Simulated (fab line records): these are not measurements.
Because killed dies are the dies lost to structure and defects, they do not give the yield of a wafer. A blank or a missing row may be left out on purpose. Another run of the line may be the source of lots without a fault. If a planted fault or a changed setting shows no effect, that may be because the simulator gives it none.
8D (eight disciplines) problem report, filled in by code || flow sky130 || the parts of the form that need people (team, actions taken, sign-off) are left out

== 1. THE ISSUE ==
At SKY_PAD_OPEN_PROBE_99, killed-at-contacts averages 86 over 6 wafers from 2 lots, while fault-free wafers read 24, standard deviation 4.8. That puts it +13 standard deviations away from the usual mean.
First observed at day 48 04:26: wafer L483.1, on prober-01. The record holds 6 wafers of 2 lots with a number at this step. Rule for "out" (also "out of limits"): further than 4 standard deviations from the usual mean. All remaining wafers that have a number are taken as sound.

== 2. WHAT IT IS, AND WHAT IT ISN'T ==
{"question": "which readings at this step", "is": "killed-at-contacts, killed-dies", "is not": "killed_at_M4_up, killed-at-front-end, killed-on-rim, killed-short"}
{"question": "which lots", "is": "L483, L484", "is not": "-"}
{"question": "which wafers of those lots", "is": "all that have a number", "is not": "-"}
{"question": "read on which tools", "is": "prober-01, prober-02", "is not": "-"}
{"question": "when", "is": "from day 48 04:26", "is not": "up to then (0 sound wafers)"}

== 3. WHAT RULES OUT EACH SUSPECT ==
Counting: any tool at a process step up to the reading is kept as a suspect provided that every lot that is out went through it and no sound lot did after the first of them.
- pvd-sputter-02 at SKY_LI_CONTACT_PRE_CLEAN_18 (time 5.6 s): kept. It ran every lot that is out, first L483 (day 32 11:02), and no sound lot after that.
- pvd-sputter-01 at SKY_VIA4_SPUTTER_17 (material TiN, target thk 20 nm, time 80 s): kept. It ran every lot that is out, first L483 (day 45 11:22), and no sound lot after that.
The count leaves pvd-sputter-01 at SKY_VIA4_SPUTTER_17 and pvd-sputter-02 at SKY_LI_CONTACT_PRE_CLEAN_18.

== 4. THE CAUSE (what the simulator had put in) ==
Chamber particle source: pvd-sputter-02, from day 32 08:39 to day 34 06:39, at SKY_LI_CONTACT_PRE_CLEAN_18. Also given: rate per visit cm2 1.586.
2 suspects survive the count, and this tool is in that group.

== 5. THE CHAIN OF EFFECTS, in route order ==
Rows list readings where the struck wafers' mean (over those with a number) sits beyond 3 standard deviations from the usual. Readings are gone through only where the record gives a usual standard deviation; hours: the median, over the lots, of the time from a lot's start at the first step in this table giving one to that lot's start at this step; sigmas: the change measured in usual standard deviations.
{"hours": 0, "step": "SKY_PAD_OPEN_PROBE_99", "reading": "killed-at-contacts", "usual": 24, "on struck wafers": 86, "change": "+62", "sigmas": "+13"}
{"hours": 0, "step": "SKY_PAD_OPEN_PROBE_99", "reading": "killed-dies", "usual": 86, "on struck wafers": 140, "change": "+54", "sigmas": "+6.3"}
Its process steps:
- SKY_PAD_OPEN_PROBE_99

== 6. WHAT WOULD HAVE CAUGHT IT SOONER ==
In this record the first reading out of limits was taken at day 48 04:26, 380 hours after the fault began at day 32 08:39.
By day 48 04:26 the whole set of lots that are out, 2 in number, had already begun SKY_LI_CONTACT_PRE_CLEAN_18 on pvd-sputter-02. None of them would have been spared by holding the tool at that moment.
